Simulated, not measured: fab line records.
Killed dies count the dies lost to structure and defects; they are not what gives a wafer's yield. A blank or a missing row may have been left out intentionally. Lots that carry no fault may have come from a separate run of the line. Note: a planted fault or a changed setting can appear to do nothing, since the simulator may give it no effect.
A struck lot beside a sound one / flow sky130 / 15 steps out of a route of 708
Sound: these wafers, L156.2, L156.4, L156.6. Wafers struck: L158.3, L158.4, L158.5. Last of all comes the cause.
Each step with rows lists, per side, the tool, then ch with its chambers, then its first start. Under that, the readings that differ: sound wafers / struck wafers / difference of the means / sigmas: that difference in standard deviations of wafers without a fault.
alike: readings with means less than 2 such deviations apart, plus words and numbers identical on both sides. not compared: withheld readings, readings lacking a value on some wafer, bounds such as >300 that could conceal the same value, and numbers that have no deviation in the record and whose values overlap.
The two part at a step that has a row with sigmas, a row that says differs or no value, or rows on one side only. Non-overlapping numbers with no deviation appear without sigmas and do not part them. A reading missing from all wafers of one side parts the sides only when that side holds two or more wafers.

SKY_SD_N_RS_MEAS_16: the measuring method here is four-point-probe.
  sound on film_metro-03 at day 30 18:32; struck on film_metro-02 at day 31 13:42
  alike: SD_N_RS
SKY_SD_N_RS_MEAS_17: the measuring method here is four-point-probe.
  sound on film_metro-03 at day 30 18:39; struck on film_metro-02 at day 31 13:49
  alike: SD_P_RS
SKY_SD_N_RS_MEAS_18: the measuring method here is four-point-probe.
  sound on film_metro-03 at day 30 18:46; struck on film_metro-02 at day 31 13:56
  alike: RES_XHIGH_RS
then, 2 steps without rows for these wafers: SKY_SALICIDE_CLEAN_00 (cleans in HF-last, time 30 s); SKY_LI_CONTACT_HDPCVD_00 (deposits PSG, target thk 930 nm, time 155 s).
SKY_LI_CONTACT_THK_MEAS_01:
  sound on film_metro-02 at day 30 19:00; struck on film_metro-03 at day 31 14:10
  alike: LI_CONTACT_HDPCVD_THK
SKY_LI_CONTACT_CMP_02: polishes PSG.
  sound on cmp-02 ch 1,2, day 30 19:03; struck on cmp-01 ch 0,2,3, day 31 14:13
  alike: motor_current_A, time_to_endpoint_s
SKY_LI_CONTACT_BOW_MEAS_03:
  sound on film_metro-04 at day 30 19:22; struck on film_metro-03 at day 31 14:33
  alike: LI_CONTACT_BOW
then, 4 steps without rows for these wafers: SKY_LI_CONTACT_DEHYDRATE_04 (time 60 s); SKY_LI_CONTACT_HMDS_05 (prime time 60 s); SKY_LI_CONTACT_COAT_06 (resist thk 60 nm); SKY_LI_CONTACT_COAT_07 (resist thk 450 nm).
SKY_LI_CONTACT_SOFTBAKE_08: time 90 s.
  sound on litho_track-02 ch 0, day 31 09:00; struck on litho_track-04 ch 0, day 32 03:00
reading=heater_power_total_W (W); sound=57.05 57.51 57.16; struck=56.87 56.79 56.55; difference=-0.50; sigmas=-4
reading=plate_temp_C (C); sound=100.16 100.00 99.96; struck=99.43 99.49 99.45; difference=-0.58; sigmas=-5
  alike: resist_line_temp_C
then, 1 step without rows for these wafers: SKY_LI_CONTACT_EXPOSE_09 (exposes mask LICM1, target cd 170 nm).
-- here the record skips 16 days between the struck wafers' starts before and after, leaving off in module LI_CONTACT and picking up in module PAD_OPEN (first step shown: number 708 of the route) --
SKY_PAD_OPEN_PROBE_99:
  sound on prober-01 at day 47 23:04; struck on prober-01 at day 48 09:36
  alike: killed_at_M0_to_M3, killed_at_M4_up, killed_at_contacts, killed_at_front_end, killed_at_other, killed_dies, killed_on_rim, killed_open, killed_short

== WHERE THEY PART ==
Within this record, at SKY_LI_CONTACT_SOFTBAKE_08 only. Later steps at which nothing parts them and some readings are alike: SKY_PAD_OPEN_PROBE_99.

WHY: the cause the simulator had injected
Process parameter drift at SKY_LI_CONTACT_SOFTBAKE_08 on litho_track-04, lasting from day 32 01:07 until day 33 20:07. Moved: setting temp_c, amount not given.
